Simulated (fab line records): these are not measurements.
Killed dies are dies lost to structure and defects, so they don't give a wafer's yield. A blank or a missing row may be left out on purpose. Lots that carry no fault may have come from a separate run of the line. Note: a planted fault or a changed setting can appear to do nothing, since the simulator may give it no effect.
fab line records	flow sky130
[record] lots = 12	wafers = 36	last-day = 51
route steps=708 shown FIELD_ISO@1 VT_ADJUST_NCORE@126 LDD_N@246 SD_P@328
lots that met no fault: from a run of the same line without faults
start-h: start of the lot's first displayed wafer, in hours after the record's first day	wait-h: time in hours since the lot's previous step	" as in the row above	L1.1+2: one row covering several wafers at once	- value missing, or start not given	* or withheld: withheld	< > ~ a bound
route shown NAME@n: a module of which the file shows steps, and the number in the route of the first	usual: mean and standard deviation over wafers with no fault	same: alike in all rows	chamber/n: place in a boat	sites: the reading at each site	_std_site: the standard deviation of these	_edge_site: outer sites' mean less inner sites'	radius-mm: for every site, how far away it sits from the centre of the wafer	mask NAME#n: copy n	behind: the most recent tool/chamber to have shaped the wafer	hold: the reason the lot was held/the length of the hold in hours/how it ended	device: the transistor (n, p or np) that didn't switch	end of line: the route-end tests of the same wafers	for a step that has no rows: nothing shown but its recipe	killed: at the first sort, the dies lost to defects and structure; wafer yield is something else	map: dies across one wafer; x = killed, . = not, _ = none there
set.NAME: setting as actually run; set.NAME@STEP: the setting as run at that earlier step	model.NAME: the simulator's own value behind a step, which no gauge read
route steps across a sampled set of lots; one table per step, one row per wafer
services: the hour from which a tool's chamber was out of use, counted from the record's first day as start-h (under 0 if before that day), plus the number of hours and why
[[steps]]
[step SKY_FIELD_ISO_BOW_MEAS_00]
[recipe] mode = bow
[usual] INCOMING_BOW = 0/6.8
lot.wafer	tool	chamber	start-h	wait-h	INCOMING_BOW[um]
L625.1	film-metro-03	-	10.00	-	-4
L625.2	"	-	"	"	-3
L625.6	"	-	"	"	6
L626.1	film-metro-02	-	15.00	-	10
L626.3	"	-	"	"	5
L626.6	"	-	"	"	-5
L627.2	film-metro-01	-	20.02	-	2
L627.3	"	-	"	"	3
L627.6	"	-	"	"	12
L629.1	film-metro-02	-	30.00	-	2
L629.2	"	-	"	"	1
L629.6	"	-	"	"	6
L634.1	film-metro-01	-	55.00	-	-3
L634.3	"	-	"	"	5
L634.5	"	-	"	"	-9
L635.1	film-metro-03	-	60.00	-	7
L635.4	"	-	"	"	2
L635.6	"	-	"	"	1
L638.2	film-metro-01	-	75.02	-	-1
L638.5	"	-	"	"	5
L638.6	"	-	"	"	0
L639.1	film-metro-02	-	80.00	-	4
L639.2	"	-	"	"	0
L639.3	"	-	"	"	-9
L641.2	film-metro-02	-	90.02	-	6
L641.3	"	-	"	"	-14
L641.5	"	-	"	"	5
L643.2	film-metro-02	-	100.02	-	2
L643.5	"	-	"	"	-5
L643.6	"	-	"	"	3
L647.1	film-metro-01	-	120.00	-	-1
L647.2	"	-	"	"	1
L647.4	"	-	"	"	-11
L648.4	film-metro-02	-	125.06	-	0
L648.5	"	-	"	"	-4
L648.6	"	-	"	"	10
[step SKY_VT_ADJUST_NCORE_CD_MEAS_07]
[recipe] target-cd-nm = 380
[usual] cd-nm = 380.0/2.5
lot.wafer	tool	chamber	start-h	wait-h	cd-nm
L625.1	cd-sem-02	-	204.39	0.1	379.6
L625.2	"	-	"	"	383.0
L625.6	"	-	"	"	381.5
L626.1	cd-sem-01	-	210.99	0.1	384.8
L626.3	"	-	"	"	381.5
L626.6	"	-	"	"	382.4
L627.2	cd-sem-02	-	215.11	0.1	380.6
L627.3	"	-	"	"	381.4
L627.6	"	-	"	"	380.6
L629.1	cd-sem-01	-	237.79	0.1	382.5
L629.2	"	-	"	"	383.1
L629.6	"	-	"	"	381.5
L634.1	cd-sem-01	-	263.69	0.1	379.6
L634.3	"	-	"	"	378.3
L634.5	"	-	"	"	380.6
L635.1	cd-sem-01	-	268.49	0.1	380.2
L635.4	"	-	"	"	380.7
L635.6	"	-	"	"	378.4
L638.2	cd-sem-02	-	287.01	0.1	381.5
L638.5	"	-	"	"	382.4
L638.6	"	-	"	"	381.0
L639.1	cd-sem-01	-	291.19	0.1	380.6
L639.2	"	-	"	"	379.3
L639.3	"	-	"	"	382.5
L641.2	cd-sem-01	-	304.76	0.1	378.5
L641.3	"	-	"	"	377.6
L641.5	"	-	"	"	378.7
L643.2	cd-sem-01	-	315.36	0.1	382.1
L643.5	"	-	"	"	385.5
L643.6	"	-	"	"	384.1
L647.1	cd-sem-01	-	339.34	0.1	379.0
L647.2	"	-	"	"	379.3
L647.4	"	-	"	"	379.6
L648.4	cd-sem-01	-	349.75	0.1	375.5
L648.5	"	-	"	"	378.2
L648.6	"	-	"	"	375.6
[step SKY_LDD_N_IMPLANT_09]
[recipe] species = As	energy-kev = 20	dose-cm2 = 7.5e+13	tilt-deg = withheld	rotation-deg = 113
[usual] beam-on-s = 9.99/0.2	dose-ions-cm2 = 7.5e+13/8.8e+10	faraday-current-uA = 423/8.1
lot.wafer	tool	chamber	start-h	wait-h	beam-on-s	dose-ions-cm2	faraday-current-uA
L625.1	implanter-01	0	422.77	0.1	10.18	7.502e+13	414
L625.2	"	0	"	"	9.93	7.506e+13	424
L625.6	"	0	"	"	9.83	7.492e+13	431
L626.1	implanter-01	0	428.28	0.1	10.02	7.494e+13	420
L626.3	"	0	"	"	9.74	7.502e+13	431
L626.6	"	0	"	"	10.42	7.502e+13	406
L627.2	implanter-02	0	438.15	0.1	10.32	7.501e+13	410
L627.3	"	0	"	"	9.97	7.513e+13	425
L627.6	"	0	"	"	9.90	7.49e+13	427
L629.1	implanter-01	0	466.13	0.1	10.08	7.494e+13	418
L629.2	"	0	"	"	10.04	7.496e+13	421
L629.6	"	0	"	"	9.56	7.496e+13	439
L634.1	implanter-04	0	500.48	0.1	10.22	9.176e+13	505
L634.3	"	0	"	"	10.01	9.165e+13	516
L634.5	"	0	"	"	9.81	9.164e+13	525
L635.1	implanter-04	0	504.42	0.1	9.94	9.17e+13	521
L635.4	"	0	"	"	10.24	9.163e+13	503
L635.6	"	0	"	"	9.83	9.168e+13	522
L638.2	implanter-02	0	532.60	0.1	9.95	7.51e+13	424
L638.5	"	0	"	"	10.01	7.504e+13	421
L638.6	"	0	"	"	9.95	7.501e+13	425
L639.1	implanter-01	0	532.62	0.1	10.13	7.522e+13	418
L639.2	"	0	"	"	9.99	7.49e+13	423
L639.3	"	0	"	"	9.80	7.515e+13	430
L641.2	implanter-01	0	553.00	0.1	10.20	7.489e+13	414
L641.3	"	0	"	"	9.98	7.5e+13	423
L641.5	"	0	"	"	9.95	7.487e+13	424
L643.2	implanter-02	0	562.70	0.1	10.39	7.495e+13	408
L643.5	"	0	"	"	10.12	7.514e+13	419
L643.6	"	0	"	"	9.87	7.505e+13	428
L647.1	implanter-04	0	587.38	0.1	9.95	7.493e+13	427
L647.2	"	0	"	"	10.07	7.498e+13	421
L647.4	"	0	"	"	9.89	7.497e+13	429
L648.4	implanter-02	0	601.30	0.1	9.75	7.506e+13	432
L648.5	"	0	"	"	10.31	7.507e+13	409
L648.6	"	0	"	"	9.79	7.495e+13	431
[step SKY_LDD_N_STRIP_16]
[recipe] chemistry = O2/N2	power-w = 1400	pressure-mtorr = 1500	platen-temp-c = withheld	o2-flow-sccm = 3000	n2-flow-sccm = 300	overash-fraction = 0.5
[usual] drypump-motor-current-A = 5.39/0.26	n2-flow-sccm = 300.0/0.81	o2-flow-sccm = 3000/8.9	oes-product-au = 0.407/0.0041	strip-time-to-endpoint-s = 4.317/0.015
lot.wafer	tool	chamber	start-h	wait-h	drypump-motor-current-A	n2-flow-sccm	o2-flow-sccm	oes-product-au	rf-hours-counter-h	strip-time-to-endpoint-s
L625.1	plasma-asher-03	0	423.82	0.1	5.32	300.5	2997	0.410	62	4.301
L625.2	"	1	"	"	5.26	300.6	2991	0.401	62	4.305
L625.6	"	0	"	"	5.32	301.3	3000	0.401	-	4.290
L626.1	plasma-asher-01	1	429.33	0.1	5.31	299.1	2996	0.412	29	4.331
L626.3	"	0	"	"	5.14	298.8	3010	0.414	-	4.331
L626.6	"	1	"	"	5.33	300.3	3001	0.406	-	4.305
L627.2	plasma-asher-03	0	439.17	0.1	5.29	300.1	3009	0.408	64	4.335
L627.3	"	1	"	"	5.27	300.3	3014	0.404	-	4.324
L627.6	"	1	"	"	5.28	300.7	3002	0.414	-	4.324
L629.1	plasma-asher-01	1	467.18	0.1	5.31	300.2	3005	0.408	33	4.309
L629.2	"	0	"	"	5.12	299.7	2987	0.399	33	4.282
L629.6	"	1	"	"	5.30	301.3	2991	0.403	-	4.284
L634.1	plasma-asher-03	1	501.53	0.1	5.28	298.0	3007	0.407	69	4.359
L634.3	"	0	"	"	5.32	300.4	3002	0.408	-	4.366
L634.5	"	0	"	"	5.32	299.2	3007	0.415	-	4.360
L635.1	plasma-asher-03	0	505.47	0.1	5.30	301.3	3002	0.406	70	4.360
L635.4	"	1	"	"	5.26	299.2	3007	0.403	-	4.342
L635.6	"	0	"	"	5.31	301.7	3008	0.408	-	4.369
L638.2	plasma-asher-01	0	533.63	0.1	5.12	300.1	2982	0.413	39	4.290
L638.5	"	1	"	"	5.28	299.5	3002	0.406	-	4.337
L638.6	"	0	"	"	5.10	301.5	2981	0.411	-	4.341
L639.1	plasma-asher-02	1	533.67	0.1	5.92	299.1	2993	0.403	85	4.302
L639.2	"	0	"	"	5.68	300.3	2995	0.408	85	4.335
L639.3	"	1	"	"	5.92	299.5	2993	0.417	-	4.343
L641.2	plasma-asher-01	0	554.02	0.1	5.11	298.7	2996	0.408	42	4.327
L641.3	"	1	"	"	5.28	299.2	3000	0.404	-	4.321
L641.5	"	1	"	"	5.29	301.4	2994	0.414	-	4.325
L643.2	plasma-asher-01	0	563.73	0.1	5.07	299.1	2994	0.402	44	4.316
L643.5	"	0	"	"	5.09	300.0	2992	0.400	-	4.328
L643.6	"	1	"	"	5.28	301.8	3003	0.402	-	4.323
L647.1	plasma-asher-02	1	588.43	0.1	5.89	300.2	2997	0.402	89	4.294
L647.2	"	0	"	"	5.70	300.3	2996	0.406	89	4.316
L647.4	"	1	"	"	5.92	300.0	3002	0.406	-	4.295
L648.4	plasma-asher-02	1	602.31	0.1	5.92	300.7	3020	0.406	-	4.321
L648.5	"	0	"	"	5.67	300.1	3003	0.403	-	4.340
L648.6	"	1	"	"	5.93	299.9	3008	0.408	-	4.337
[step SKY_SD_P_OVL_MEAS_08]
[usual] SD_P_OVL = -1.2/1.4
lot.wafer	tool	chamber	start-h	wait-h	SD_P_OVL[nm]
L625.1	overlay-01	-	606.03	0.1	-2.5
L625.2	"	-	"	"	-3.1
L625.6	"	-	"	"	-0.9
L626.1	overlay-01	-	612.36	0.1	-0.4
L626.3	"	-	"	"	-0.8
L626.6	"	-	"	"	-2.3
L627.2	overlay-02	-	622.06	0.1	-3.3
L627.3	"	-	"	"	-2.0
L627.6	"	-	"	"	-4.2
L629.1	overlay-02	-	647.96	0.1	-0.8
L629.2	"	-	"	"	0.0
L629.6	"	-	"	"	-1.4
L634.1	overlay-01	-	683.56	0.1	-0.3
L634.3	"	-	"	"	-1.2
L634.5	"	-	"	"	-2.2
L635.1	overlay-02	-	686.16	0.1	0.3
L635.4	"	-	"	"	-0.9
L635.6	"	-	"	"	-0.2
L639.1	overlay-01	-	712.56	0.1	-2.8
L639.2	"	-	"	"	-1.8
L639.3	"	-	"	"	-0.7
L638.2	overlay-01	-	713.46	0.1	-1.2
L638.5	"	-	"	"	-3.0
L638.6	"	-	"	"	-1.5
L641.2	overlay-01	-	730.32	0.1	-0.5
L641.3	"	-	"	"	-3.0
L641.5	"	-	"	"	-1.4
L643.2	overlay-01	-	740.11	0.1	0.1
L643.5	"	-	"	"	-0.4
L643.6	"	-	"	"	-2.3
L647.1	overlay-01	-	764.06	0.1	0.4
L647.2	"	-	"	"	1.6
L647.4	"	-	"	"	0.8
L648.4	overlay-01	-	777.78	0.1	1.4
L648.5	"	-	"	"	0.1
L648.6	"	-	"	"	-0.2
[[services]]
tool	chamber	start-h	hours	kind
implanter-02	-	398.81	1.7	repair
plasma-asher-03	-	419.40	2.6	repair
implanter-04	-	420.05	3.1	repair
plasma-asher-03	-	467.60	10.3	repair
implanter-04	-	468.70	0.5	repair
implanter-02	-	478.85	4.1	repair
plasma-asher-03	-	529.88	22.8	pm
implanter-02	-	537.04	2.7	repair
plasma-asher-02	-	545.50	14.6	pm
implanter-02	-	549.27	6.0	repair
implanter-04	-	562.44	1.4	repair
implanter-01	-	601.09	0.6	repair
[[key]]
[first-sign] step = SKY_LDD_N_IMPLANT_09	reading = dose-ions-cm2	direction = up	sigmas = 99+	usual = *	struck = *
[effect] step = SKY_LDD_N_IMPLANT_09	reading = faraday-current-uA	direction = up	sigmas = 11	usual = 423	struck = 515
[effect] step = SKY_LDD_N_STRIP_16	reading = strip-time-to-endpoint-s	direction = up	sigmas = 2.9	usual = *	struck = *
met-at SKY_LDD_N_IMPLANT_09
struck-lots L634,L635
tester-left-out L634,L635
not-acting-at SKY_FIELD_ISO_BOW_MEAS_00,SKY_VT_ADJUST_NCORE_CD_MEAS_07,SKY_SD_P_OVL_MEAS_08
[fault] kind = process-parameter-drift	tool = implanter-04	chamber = -	onset-h = 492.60	steps = SKY_LDD_N_IMPLANT_09	channel = dose-cm2	offset = *	shape = step	end-h = 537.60	acts-in = *	stated = *
// tester-left-out: of these lots the tester's yield and bins aren't shown, on N5 and GAA mostly nor the transistor test; their killed dies are dies lost to structure and defects alone, not to doping, threshold or leakage, so they don't give the yield
